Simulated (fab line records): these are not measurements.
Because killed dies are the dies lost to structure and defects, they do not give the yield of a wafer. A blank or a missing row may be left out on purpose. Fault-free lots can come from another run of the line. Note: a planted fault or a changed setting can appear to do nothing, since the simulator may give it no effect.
Chamber matching ; flow gf180mcu ; GF_V4_CMP_26 on cmp-01 has 4 sister chambers
The step polishes, stops on SiO2, t overpolish 15 s, target thk 0 nm. 4 wafers are shown with their chamber, then 7 later ones without.

EACH WAFER AND ITS CHAMBER
wafer;chamber;motor-current-A (A)
L298.3;1;9.8
L299.6;3;13.1
L300.1;0;9.7
L300.4;2;9.8

WAFERS WITHOUT THEIR CHAMBER
wafer;motor-current-A (A)
L300.5;10.2
L301.3;10.1
L301.4;13.3
L301.6;13.5
L302.2;13.5
L302.3;10.3
L302.6;13.6

WHICH CHAMBER EACH ONE RAN IN
wafer;from the rows above;in truth
L300.5;can't be placed: 1 or 2 or 0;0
L301.3;can't be placed: 1 or 2 or 0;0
L301.4;3;3
L301.6;3;3
L302.2;3;3
L302.3;can't be placed: 1 or 2 or 0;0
L302.6;3;3
Correctly placed: 4 of 7. Unplaceable from these rows: 3, with the true chamber sitting among the candidates in 3. Wrongly placed: 0.
How it was worked out, from the rows above alone: a wafer's distance from a chamber is the root of the sum, over the readings, of the square of ((its reading less the chamber's mean) divided by the reading's scatter). If the next closest chamber is less than 2 further off than the closest, the wafer can't be placed; otherwise it belongs to the closest. For every chamber, the mean is computed from those of its wafers that are shown. The scatter (one wafer shown for each chamber): square how far every hidden wafer sits from the nearest shown wafer, average those squares and take the square root.
